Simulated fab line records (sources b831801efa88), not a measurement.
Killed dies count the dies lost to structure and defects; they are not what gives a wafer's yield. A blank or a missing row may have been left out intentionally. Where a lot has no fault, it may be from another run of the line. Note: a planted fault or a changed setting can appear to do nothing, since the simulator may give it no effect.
fab line records + flow sky130
[record]
- lots = 6
- wafers = 18
- last-day = 49
route steps=708 shown CAPM@547 METAL3@555 PAD_OPEN@708
lots that met no fault: taken from a fault-free run of the same line
start-h: start of the lot's first displayed wafer, in hours after the record's first day + wait-h: how many hours have passed since the lot's step before this one + " same as the row above + L1.1+2: several wafers, shown together as one row + - no value present, or no start provided + * or withheld: withheld + < > ~ a bound
route shown NAME@n: a module of which the file shows steps, and the number in the route of the first + usual: average and standard deviation across the fault-free wafers + same: alike in all rows + chamber/n: place in a boat + sites: readings site by site + _std_site: their standard deviation + _edge_site: the outer-site mean with the inner-site mean subtracted + radius-mm: how far each site lies from the wafer's centre + mask NAME#n: copy n + behind: the last tool/chamber to shape the wafer + hold: why the lot was held/for how many hours/how that ended + device: transistor that didn't switch, given as n, p or np + end of line: tests run on the same wafers once the route is complete + a step given without rows: its recipe and nothing more + killed: count of dies lost to structure and defects at first sort (not the wafer's yield) + map: a wafer's dies, x killed, . not, _ none there
set.NAME: setting as actually run; set.NAME@STEP: the setting as run at that earlier step + model.NAME: the simulator's own value behind a step, which no gauge read
certain route steps with their lots: each step a table, each wafer a row
services: from which hour (start-h, from the record's first day; less than 0 if before it) a tool's chamber was out of use, for how many hours, and why
[[steps]]
[step SKY_CAPM_PEB_10]
[recipe]
- temp-c = withheld
- time-s = *
- resist = NOVOLAK
[step SKY_CAPM_DEVELOP_11]
[recipe]
- resist = NOVOLAK
- developer = TMAH
- develop-time-s = 60
- dev-temp-c = 23
[step SKY_CAPM_OVL_MEAS_12]
[usual]
- CAPM_OVL = 0.5/1.3
| lot.wafer | tool       | chamber | start-h | wait-h | CAPM_OVL[nm] |
|-----------|------------|---------|---------|--------|--------------|
| L799.1    | overlay-01 | -       | 900.16  | 0.1    | 2.2          |
| L799.5    | "          | -       | "       | "      | 2.0          |
| L799.6    | "          | -       | "       | "      | 0.4          |
| L800.4    | overlay-01 | -       | 904.57  | 0.1    | 0.8          |
| L800.5    | "          | -       | "       | "      | 2.5          |
| L800.6    | "          | -       | "       | "      | 0.4          |
| L808.1    | overlay-02 | -       | 945.89  | 0.1    | 0.7          |
| L808.2    | "          | -       | "       | "      | -0.7         |
| L808.6    | "          | -       | "       | "      | -0.2         |
| L809.2    | overlay-02 | -       | 946.89  | 0.1    | 2.8          |
| L809.3    | "          | -       | "       | "      | -1.0         |
| L809.4    | "          | -       | "       | "      | 0.7          |
| L810.2    | overlay-02 | -       | 953.61  | 0.1    | 0.5          |
| L810.5    | "          | -       | "       | "      | 2.8          |
| L810.6    | "          | -       | "       | "      | 2.1          |
| L818.3    | overlay-01 | -       | 1007.56 | 0.1    | 0.3          |
| L818.4    | "          | -       | "       | "      | 2.1          |
| L818.6    | "          | -       | "       | "      | -0.7         |
[step SKY_CAPM_METAL_ETCH_13]
[recipe]
- target-depth-nm = 220
- stop-on = SiO2
- chemistry = Cl2/BCl3
- target = TiN
- pressure-mtorr = 10
- icp-w = 900
- bias-w = 48.5
- Cl2_flow_sccm = 60
- bcl3-flow-sccm = 30
- time-s = 62.9
[usual]
- drypump-motor-current-A = 5.85/0.27
- oes-product-au = 0.941/0.008
- throttle-valve-pct = 21.902/0.009
| lot.wafer | tool         | chamber | start-h | wait-h | drypump-motor-current-A | oes-product-au | rf-hours-counter-h | throttle-valve-pct |
|-----------|--------------|---------|---------|--------|-------------------------|----------------|--------------------|--------------------|
| L799.1    | rie-metal-04 | 1       | 900.19  | 0.0    | 6.19                    | 0.946          | 4                  | 21.895             |
| L799.5    | "            | 1       | "       | "      | 6.18                    | 0.942          | -                  | 21.902             |
| L799.6    | "            | 0       | "       | "      | 5.92                    | 0.946          | -                  | 21.893             |
| L800.4    | rie-metal-04 | 0       | 904.61  | 0.0    | 5.93                    | 0.934          | -                  | 21.917             |
| L800.5    | "            | 1       | "       | "      | 6.15                    | 0.931          | -                  | 21.905             |
| L800.6    | "            | 0       | "       | "      | 5.92                    | 0.932          | -                  | 21.898             |
| L808.1    | rie-metal-04 | 1       | 945.92  | 0.0    | 6.17                    | 0.943          | 6                  | 21.907             |
| L808.2    | "            | 0       | "       | "      | 5.93                    | 0.938          | 15                 | 21.907             |
| L808.6    | "            | 0       | "       | "      | 5.89                    | 0.949          | -                  | 21.914             |
| L809.2    | rie-metal-03 | 0       | 946.92  | 0.0    | 6.18                    | 0.940          | 13                 | 21.903             |
| L809.3    | "            | 0       | "       | "      | 6.22                    | 0.933          | -                  | 21.920             |
| L809.4    | "            | 1       | "       | "      | 5.65                    | 0.941          | -                  | 21.896             |
| L810.2    | rie-metal-02 | 1       | 953.66  | 0.0    | 5.56                    | 0.937          | -                  | 21.903             |
| L810.5    | "            | 1       | "       | "      | 5.54                    | 0.949          | -                  | 21.905             |
| L810.6    | "            | 1       | "       | "      | 5.56                    | 0.955          | -                  | 21.886             |
| L818.3    | rie-metal-02 | 0       | 1007.64 | 0.1    | 5.62                    | 0.936          | -                  | 21.902             |
| L818.4    | "            | 0       | "       | "      | 5.58                    | 0.937          | -                  | 21.900             |
| L818.6    | "            | 0       | "       | "      | 5.62                    | 0.945          | -                  | 21.897             |
[step SKY_CAPM_STRIP_14]
[recipe]
- chemistry = O2/N2
- power-w = 1400
- pressure-mtorr = 1500
- platen-temp-c = withheld
- o2-flow-sccm = 3000
- n2-flow-sccm = 300
- overash-fraction = 0.5
[usual]
- drypump-motor-current-A = 5.57/0.19
- oes-product-au = 0.710/0.0047
- strip-time-to-endpoint-s = 12.66/0.049
[same]
- overash-fraction = 0.5
| lot.wafer | tool            | chamber | start-h | wait-h | drypump-motor-current-A | oes-product-au | rf-hours-counter-h | strip-time-to-endpoint-s |
|-----------|-----------------|---------|---------|--------|-------------------------|----------------|--------------------|--------------------------|
| L799.1    | plasma-asher-04 | 0       | 900.27  | 0.1    | 5.58                    | 0.708          | 110                | 12.66                    |
| L799.5    | "               | 0       | "       | "      | 5.62                    | 0.710          | -                  | 12.67                    |
| L799.6    | "               | 1       | "       | "      | 5.92                    | 0.708          | -                  | 12.66                    |
| L800.4    | plasma-asher-03 | 0       | 904.70  | 0.1    | 5.47                    | 0.708          | -                  | 12.68                    |
| L800.5    | "               | 1       | "       | "      | 5.44                    | 0.708          | -                  | 12.59                    |
| L800.6    | "               | 0       | "       | "      | 5.47                    | 0.708          | -                  | 12.64                    |
| L808.1    | plasma-asher-02 | 1       | 946.00  | 0.1    | 5.36                    | 0.712          | 50                 | 12.66                    |
| L808.2    | "               | 0       | "       | "      | 5.46                    | 0.706          | 50                 | 12.66                    |
| L808.6    | "               | 0       | "       | "      | 5.47                    | 0.706          | -                  | 12.67                    |
| L809.2    | plasma-asher-04 | 0       | 947.00  | 0.1    | 5.61                    | 0.708          | 115                | 12.64                    |
| L809.3    | "               | 0       | "       | "      | 5.60                    | 0.720          | -                  | 12.68                    |
| L809.4    | "               | 1       | "       | "      | 5.92                    | 0.711          | -                  | 12.63                    |
| L810.2    | plasma-asher-04 | 1       | 953.79  | 0.1    | 5.93                    | 0.701          | 116                | 12.72                    |
| L810.5    | "               | 0       | "       | "      | 5.57                    | 0.705          | -                  | 12.69                    |
| L810.6    | "               | 1       | "       | "      | 5.92                    | 0.714          | -                  | 12.70                    |
| L818.3    | plasma-asher-02 | 1       | 1007.78 | 0.1    | 5.38                    | 0.702          | -                  | 12.66                    |
| L818.4    | "               | 0       | "       | "      | 5.46                    | 0.710          | -                  | 12.64                    |
| L818.6    | "               | 1       | "       | "      | 5.39                    | 0.708          | -                  | 12.68                    |
[step SKY_CAPM_STRIP_15]
[recipe]
- chemistry = post-etch-residue-remover
- time-s = 1200
- temp-c = 72.5
[step SKY_CAPM_CLEAN_16]
[recipe]
- chemistry = IPA
- time-s = 180
- temp-c = 25
[step SKY_CAPM_CLEAN_17]
[recipe]
- chemistry = O3/DIW
- dry = n2-spin
[step SKY_METAL3_DEHYDRATE_05]
[recipe]
- temp-c = 200
- time-s = 60
[step SKY_METAL3_HMDS_06]
[recipe]
- prime-time-s = 60
- prime-temp-c = 120
[step SKY_METAL3_COAT_07]
[recipe]
- resist = BARC
- temp-c = withheld
- time-s = withheld
- spin-rpm = 3000
- resist-thk-nm = 60
[step SKY_METAL3_COAT_08]
[recipe]
- resist = KrF-thick
- spin-rpm = 3000
- resist-thk-nm = 1140
[step SKY_METAL3_SOFTBAKE_09]
[recipe]
- temp-c = 100
- time-s = 90
- resist = KrF-thick
[usual]
- heater-power-total-W = 57.36/0.11
- plate-temp-C = 100.02/0.15
| lot.wafer | tool           | chamber | start-h | wait-h | heater-power-total-W | plate-temp-C |
|-----------|----------------|---------|---------|--------|----------------------|--------------|
| L799.1    | litho-track-03 | 0       | 913     | -      | 57.37                | 100.02       |
| L799.5    | "              | 0       | "       | "      | 57.33                | 100.11       |
| L799.6    | "              | 0       | "       | "      | 57.50                | 100.10       |
| L800.4    | litho-track-02 | 0       | 917     | -      | 57.25                | 100.11       |
| L800.5    | "              | 0       | "       | "      | 57.49                | 99.94        |
| L800.6    | "              | 0       | "       | "      | 57.23                | 100.10       |
| L808.1    | litho-track-02 | 0       | 958     | -      | 57.46                | 100.00       |
| L808.2    | "              | 0       | "       | "      | 57.49                | 99.85        |
| L808.6    | "              | 0       | "       | "      | 57.32                | 99.71        |
| L809.2    | litho-track-03 | 0       | 959     | -      | 59.75                | 103.06       |
| L809.3    | "              | 0       | "       | "      | 59.74                | 103.10       |
| L809.4    | "              | 0       | "       | "      | 59.80                | 103.09       |
| L810.2    | litho-track-03 | 0       | 966     | -      | 59.94                | 103.06       |
| L810.5    | "              | 0       | "       | "      | 59.94                | 103.12       |
| L810.6    | "              | 0       | "       | "      | 59.76                | 103.05       |
| L818.3    | litho-track-04 | 0       | 1020    | -      | 57.29                | 100.12       |
| L818.4    | "              | 0       | "       | "      | 57.20                | 100.17       |
| L818.6    | "              | 0       | "       | "      | 57.46                | 100.27       |
[step SKY_METAL3_EXPOSE_10]
[recipe]
- mask-id = MM3
- na = 0.68
- source-shape = annular
- sigma-inner = 0.4
- sigma-outer = 0.8
- target-cd-nm = 300
- dose-mj = 28
[step SKY_PAD_OPEN_PROBE_99]
[usual]
- defect-limited-yield = 82.5/1.8
- killed_at_M0_to_M3 = 44/7.1
- killed_at_M4_up = 3.0/1.9
- killed-at-contacts = 25/5.6
- killed-at-front-end = 14/4.1
- killed-at-other = 0.2/0.44
- killed-dies = 86/9.1
- killed-open = 47/7.4
- killed-short = 39/5.7
- sort_bin_3_pad_short = 0.9/0.37
- sort_bin_5_function = 10.3/1.6
- sort_bin_6_memory = 6.3/1.1
- sort-n-pass = 406/9.1
- sort-yield-pct = 82.5/1.8
[same]
- gross-dies = 492
- killed-at-back-side = 0
- sort_bin_4_leakage[%] = 0
- sort_bin_8_speed[%] = 0
| lot.wafer | tool      | chamber | start-h | wait-h | defect-limited-yield[%] | killed_at_M0_to_M3 | killed_at_M4_up | killed-at-contacts | killed-at-front-end | killed-at-other | killed-dies | killed-open | killed-short | sort_bin_3_pad_short[%] | sort_bin_5_function[%] | sort_bin_6_memory[%] | sort-n-pass | sort-yield-pct[%] |
|-----------|-----------|---------|---------|--------|-------------------------|--------------------|-----------------|--------------------|---------------------|-----------------|-------------|-------------|--------------|-------------------------|------------------------|----------------------|-------------|-------------------|
| L799.1    | prober-02 | -       | 1091.72 | 0.1    | 83.3                    | 45                 | 3               | 21                 | 13                  | 0               | 82          | 43          | 39           | 1.0                     | 9.1                    | 6.5                  | 410         | 83.3              |
| L799.5    | prober-02 | -       | 1091.92 | 0.2    | 81.9                    | 37                 | 2               | 26                 | 23                  | 1               | 89          | 54          | 32           | 1.0                     | 11.2                   | 5.9                  | 403         | 81.9              |
| L799.6    | prober-02 | -       | 1091.97 | 0.2    | 80.3                    | 47                 | 3               | 30                 | 17                  | 0               | 97          | 59          | 38           | 1.4                     | 10.4                   | 7.9                  | 395         | 80.3              |
| L800.4    | prober-02 | -       | 1095.72 | 0.2    | 79.7                    | 36                 | 4               | 37                 | 23                  | 0               | 100         | 55          | 45           | 0.8                     | 13.4                   | 6.1                  | 392         | 79.7              |
| L800.5    | prober-02 | -       | 1095.77 | 0.2    | 83.9                    | 39                 | 1               | 27                 | 12                  | 0               | 79          | 48          | 31           | 0.6                     | 8.5                    | 6.9                  | 413         | 83.9              |
| L800.6    | prober-02 | -       | 1095.82 | 0.2    | 80.7                    | 45                 | 6               | 29                 | 15                  | 0               | 95          | 59          | 36           | 0.4                     | 11.4                   | 7.5                  | 397         | 80.7              |
| L808.1    | prober-01 | -       | 1127.11 | 0.1    | 84.8                    | 29                 | 4               | 32                 | 10                  | 0               | 75          | 50          | 25           | 0.6                     | 9.8                    | 4.9                  | 417         | 84.8              |
| L808.2    | prober-01 | -       | 1127.16 | 0.1    | 81.9                    | 39                 | 7               | 20                 | 22                  | 1               | 89          | 50          | 39           | 0.8                     | 10.8                   | 6.5                  | 403         | 81.9              |
| L808.6    | prober-01 | -       | 1127.36 | 0.2    | 81.1                    | 45                 | 3               | 29                 | 16                  | 0               | 93          | 46          | 43           | 1.2                     | 10.4                   | 7.3                  | 399         | 81.1              |
| L809.2    | prober-02 | -       | 1129.03 | 0.1    | 86.4                    | 29                 | 3               | 22                 | 13                  | 0               | 67          | 35          | 32           | 1.2                     | 8.5                    | 3.9                  | 425         | 86.4              |
| L809.3    | prober-02 | -       | 1129.08 | 0.2    | 82.1                    | 46                 | 5               | 26                 | 11                  | 0               | 88          | 54          | 34           | 0.2                     | 11.2                   | 6.5                  | 404         | 82.1              |
| L809.4    | prober-02 | -       | 1129.13 | 0.2    | 83.7                    | 44                 | 3               | 19                 | 14                  | 0               | 80          | 51          | 29           | 1.0                     | 8.5                    | 6.7                  | 412         | 83.7              |
| L810.2    | prober-01 | -       | 1140.17 | 0.1    | 81.7                    | 50                 | 6               | 22                 | 12                  | 0               | 90          | 55          | 35           | 0.6                     | 10.0                   | 7.7                  | 402         | 81.7              |
| L810.5    | prober-01 | -       | 1140.32 | 0.2    | 82.7                    | 44                 | 3               | 20                 | 18                  | 0               | 85          | 41          | 44           | 1.0                     | 7.7                    | 8.5                  | 407         | 82.7              |
| L810.6    | prober-01 | -       | 1140.37 | 0.2    | 83.7                    | 42                 | 4               | 19                 | 14                  | 1               | 80          | 47          | 33           | 1.2                     | 9.3                    | 5.7                  | 412         | 83.7              |
| L818.3    | prober-02 | -       | 1174.70 | 0.2    | 83.9                    | 45                 | 1               | 20                 | 13                  | 0               | 79          | 41          | 38           | 1.2                     | 10.2                   | 4.7                  | 413         | 83.9              |
| L818.4    | prober-02 | -       | 1174.75 | 0.2    | 82.1                    | 50                 | 1               | 26                 | 11                  | 0               | 88          | 42          | 46           | 1.2                     | 9.8                    | 6.9                  | 404         | 82.1              |
| L818.6    | prober-02 | -       | 1174.85 | 0.2    | 83.7                    | 40                 | 5               | 22                 | 11                  | 2               | 80          | 48          | 32           | 0.4                     | 10.2                   | 5.7                  | 412         | 83.7              |
// killed by level:class
L799.1 VIA1:geometric-particle:open=13 POLY_GATE:geometric-particle:short=6 CONTACT:geometric-particle:open=6 LI_CONTACT:geometric-particle:open=6 CONTACT:geometric-particle:short=5 METAL1:geometric-particle:short=5 METAL2:geometric-particle:short=5 VIA2:geometric-particle:open=5
L799.5 VIA1:geometric-particle:open=8 POLY_GATE:geometric-particle:open=7 CONTACT:geometric-particle:open=7 LI_CONTACT:geometric-particle:open=7 VIA3:geometric-particle:open=7 LI_CONTACT:geometric-particle:short=5 VIA2:geometric-particle:open=5 METAL1:geometric-particle:short=4
L799.6 LI_CONTACT:geometric-particle:open=15 VIA1:geometric-particle:open=11 CONTACT:geometric-particle:open=8 POLY_GATE:geometric-particle:short=6 METAL1:geometric-particle:short=6 VIA3:geometric-particle:open=6 CONTACT:geometric-particle:short=5 VIA2:geometric-particle:open=5
L800.4 LI_CONTACT:geometric-particle:open=16 VIA1:geometric-particle:open=12 POLY_GATE:geometric-particle:short=9 FIELD_ISO:geometric-particle:open=7 LOCAL_INTERCONNECT:geometric-particle:short=7 CONTACT:geometric-particle:open=7 CONTACT:geometric-particle:short=5 FIELD_ISO:geometric-particle:short=4
L800.5 CONTACT:geometric-particle:open=9 VIA2:geometric-particle:open=8 LI_CONTACT:geometric-particle:open=6 LOCAL_INTERCONNECT:geometric-particle:short=6 VIA3:geometric-particle:open=6 VIA1:geometric-particle:open=5 VIA2:geometric-particle:short=5 CONTACT:geometric-particle:short=4
L800.6 CONTACT:geometric-particle:open=11 VIA1:geometric-particle:open=10 VIA3:geometric-particle:open=9 LI_CONTACT:geometric-particle:open=9 VIA2:geometric-particle:open=8 VIA1:geometric-particle:short=6 METAL4:geometric-particle:short=6 FIELD_ISO:geometric-particle:open=5
L808.1 CONTACT:geometric-particle:open=14 VIA1:geometric-particle:open=10 LI_CONTACT:geometric-particle:open=9 LOCAL_INTERCONNECT:geometric-particle:short=4 VIA2:geometric-particle:open=4 FIELD_ISO:geometric-particle:short=3 FIELD_ISO:geometric-particle:open=3 CONTACT:geometric-particle:short=3
L808.2 VIA1:geometric-particle:open=10 CONTACT:geometric-particle:open=9 VIA3:geometric-particle:open=9 FIELD_ISO:geometric-particle:open=6 CONTACT:geometric-particle:short=6 FIELD_ISO:geometric-particle:short=5 METAL4:geometric-particle:short=5 POLY_GATE:geometric-particle:short=4
L808.6 CONTACT:geometric-particle:open=8 METAL1:geometric-particle:short=8 VIA3:geometric-particle:open=8 VIA1:geometric-particle:open=8 LOCAL_INTERCONNECT:geometric-particle:short=7 VIA2:geometric-particle:open=7 CONTACT:geometric-particle:short=6 POLY_GATE:geometric-particle:open=4
L809.2 VIA1:geometric-particle:open=8 CONTACT:geometric-particle:open=6 FIELD_ISO:geometric-particle:short=5 LI_CONTACT:geometric-particle:open=5 VIA2:geometric-particle:open=5 VIA3:geometric-particle:open=5 LOCAL_INTERCONNECT:geometric-particle:short=4 CONTACT:geometric-particle:short=4
L809.3 VIA1:geometric-particle:open=13 LI_CONTACT:geometric-particle:open=9 CONTACT:geometric-particle:open=9 VIA2:geometric-particle:open=8 VIA3:geometric-particle:open=7 METAL1:geometric-particle:short=6 POLY_GATE:geometric-particle:open=4 LOCAL_INTERCONNECT:geometric-particle:short=4
L809.4 VIA1:geometric-particle:open=10 VIA3:geometric-particle:open=9 LI_CONTACT:geometric-particle:open=7 CONTACT:geometric-particle:open=6 METAL2:geometric-particle:short=5 VIA2:geometric-particle:open=5 FIELD_ISO:geometric-particle:open=4 VIA3:geometric-particle:short=4
L810.2 VIA1:geometric-particle:open=12 CONTACT:geometric-particle:open=9 VIA2:geometric-particle:open=8 VIA3:geometric-particle:open=7 LI_CONTACT:geometric-particle:open=6 VIA1:geometric-particle:short=5 METAL2:geometric-particle:short=5 METAL4:geometric-particle:short=5
L810.5 METAL2:geometric-particle:short=12 VIA1:geometric-particle:open=8 FIELD_ISO:geometric-particle:open=7 VIA2:geometric-particle:open=7 POLY_GATE:geometric-particle:short=5 CONTACT:geometric-particle:open=5 LI_CONTACT:geometric-particle:open=4 CONTACT:geometric-particle:short=4
L810.6 VIA1:geometric-particle:open=11 CONTACT:geometric-particle:open=9 VIA2:geometric-particle:open=7 VIA1:geometric-particle:short=6 METAL1:geometric-particle:short=5 LOCAL_INTERCONNECT:geometric-particle:short=4 FIELD_ISO:geometric-particle:short=3 FIELD_ISO:geometric-particle:open=3
L818.3 LI_CONTACT:geometric-particle:open=9 VIA1:geometric-particle:open=9 METAL2:geometric-particle:short=6 VIA1:geometric-particle:short=6 METAL3:geometric-particle:short=6 VIA3:geometric-particle:open=6 CONTACT:geometric-particle:open=5 VIA2:geometric-particle:open=5
L818.4 CONTACT:geometric-particle:open=10 VIA1:geometric-particle:open=10 VIA3:geometric-particle:open=8 CONTACT:geometric-particle:short=7 METAL1:geometric-particle:short=7 VIA1:geometric-particle:short=6 LI_CONTACT:geometric-particle:short=5 METAL2:geometric-particle:short=5
L818.6 VIA1:geometric-particle:open=12 LI_CONTACT:geometric-particle:open=8 VIA2:geometric-particle:open=8 VIA3:geometric-particle:open=7 CONTACT:geometric-particle:open=7 METAL4:geometric-particle:short=5 POLY_GATE:geometric-particle:short=3 LOCAL_INTERCONNECT:geometric-particle:short=3
[[services]]
| tool            | chamber | start-h | hours | kind           |
|-----------------|---------|---------|-------|----------------|
| rie-metal-02    | -       | 879.81  | 4.3   | pm             |
| plasma-asher-03 | -       | 931.43  | 44.1  | repair         |
| rie-metal-02    | 0       | 937.97  | -     | clean          |
| rie-metal-02    | 0       | 937.97  | 21.0  | scheduled-down |
| rie-metal-02    | 0       | 937.97  | 21.0  | vent-cycle     |
| rie-metal-04    | 1       | 969.73  | 2.2   | repair         |
| plasma-asher-03 | -       | 975.55  | 10.3  | pm             |
| rie-metal-02    | 1       | 982.82  | 27.2  | repair         |
| plasma-asher-03 | -       | 998.23  | 2.8   | pm             |
| plasma-asher-03 | -       | 1003.42 | 1.6   | repair         |
| rie-metal-04    | 0       | 1019.72 | 12.8  | repair         |
[[key]]
[first-sign]
- step = SKY_METAL3_SOFTBAKE_09
- reading = heater-power-total-W
- direction = up
- sigmas = 22
- usual = *
- struck = *
[effect]
- step = SKY_METAL3_SOFTBAKE_09
- reading = plate-temp-C
- direction = up
- sigmas = 21
- usual = *
- struck = *
met-at SKY_METAL3_SOFTBAKE_09
struck-wafers L809.2,L809.3,L809.4,L810.2,L810.5,L810.6
onset-between 913 959
[fault]
- kind = process-parameter-drift
- tool = litho-track-03
- chamber = -
- onset-h = 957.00
- steps = SKY_METAL3_SOFTBAKE_09
- channel = temp-c
- offset = *
- shape = step
- end-h = 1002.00
- acts-in = *
- stated = *
